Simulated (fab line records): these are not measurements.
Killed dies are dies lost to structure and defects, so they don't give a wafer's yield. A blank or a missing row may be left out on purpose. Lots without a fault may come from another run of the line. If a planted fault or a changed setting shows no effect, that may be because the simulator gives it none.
Matching of chambers / flow sky130 / cmp-01 running SKY_VIA1_CMP_24: 4 sister chambers
The step polishes, stops on SiO2, t overpolish 15 s, target thk 0 nm. 8 wafers are shown with their chamber, then 9 later ones without.

== EACH WAFER AND ITS CHAMBER ==
wafer=L107.1; chamber=1; motor_current_A (A)=9.3; retaining_ring_pressure_frac=1.007
wafer=L107.4; chamber=2; motor_current_A (A)=10.7; retaining_ring_pressure_frac=0.994
wafer=L108.3; chamber=0; motor_current_A (A)=9.8; retaining_ring_pressure_frac=0.993
wafer=L108.5; chamber=3; motor_current_A (A)=10.2; retaining_ring_pressure_frac=1.003
wafer=L108.6; chamber=2; motor_current_A (A)=10.2; retaining_ring_pressure_frac=0.999
wafer=L114.2; chamber=3; motor_current_A (A)=9.8; retaining_ring_pressure_frac=1.003
wafer=L114.5; chamber=0; motor_current_A (A)=9.5; retaining_ring_pressure_frac=1.006
wafer=L114.6; chamber=1; motor_current_A (A)=9.6; retaining_ring_pressure_frac=1.005

== WAFERS WITHOUT THEIR CHAMBER ==
wafer=L118.4; motor_current_A (A)=10.4; retaining_ring_pressure_frac=1.005
wafer=L118.5; motor_current_A (A)=10.1; retaining_ring_pressure_frac=1.006
wafer=L118.6; motor_current_A (A)=9.8; retaining_ring_pressure_frac=1.002
wafer=L117.2; motor_current_A (A)=8.6; retaining_ring_pressure_frac=1.001
wafer=L117.4; motor_current_A (A)=10.1; retaining_ring_pressure_frac=1.005
wafer=L117.5; motor_current_A (A)=9.9; retaining_ring_pressure_frac=1.001
wafer=L122.4; motor_current_A (A)=9.9; retaining_ring_pressure_frac=1.003
wafer=L122.5; motor_current_A (A)=11.1; retaining_ring_pressure_frac=1.000
wafer=L122.6; motor_current_A (A)=9.2; retaining_ring_pressure_frac=0.998

== WHICH CHAMBER EACH ONE RAN IN ==
wafer=L118.4; from the rows above=can't be placed: 3 or 2 or 0 or 1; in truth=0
wafer=L118.5; from the rows above=can't be placed: 3 or 0 or 2 or 1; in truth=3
wafer=L118.6; from the rows above=can't be placed: 0 or 3 or 1 or 2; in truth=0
wafer=L117.2; from the rows above=can't be placed: 1 or 0 or 3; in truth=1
wafer=L117.4; from the rows above=can't be placed: 3 or 0 or 2 or 1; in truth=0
wafer=L117.5; from the rows above=can't be placed: 3 or 0 or 1 or 2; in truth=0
wafer=L122.4; from the rows above=can't be placed: 3 or 0 or 1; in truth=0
wafer=L122.5; from the rows above=can't be placed: 2 or 3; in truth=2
wafer=L122.6; from the rows above=can't be placed: 0 or 1 or 3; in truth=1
0 of 9 placed correctly. From these rows, 9 cannot be placed; in 9 the true chamber is one of the candidates. Wrongly placed: 0.
How it was worked out, from the rows above alone: a wafer's distance from a chamber is the root of the sum, over the readings, of the square of ((its reading less the chamber's mean) divided by the reading's scatter). If the next closest chamber is less than 2 further off than the closest, the wafer can't be placed; otherwise it belongs to the closest. A chamber's mean is the mean of its shown wafers. The scatter: the root of (the sum of the squares of (reading less its chamber's mean) over the shown wafers, divided by (wafers less chambers)).
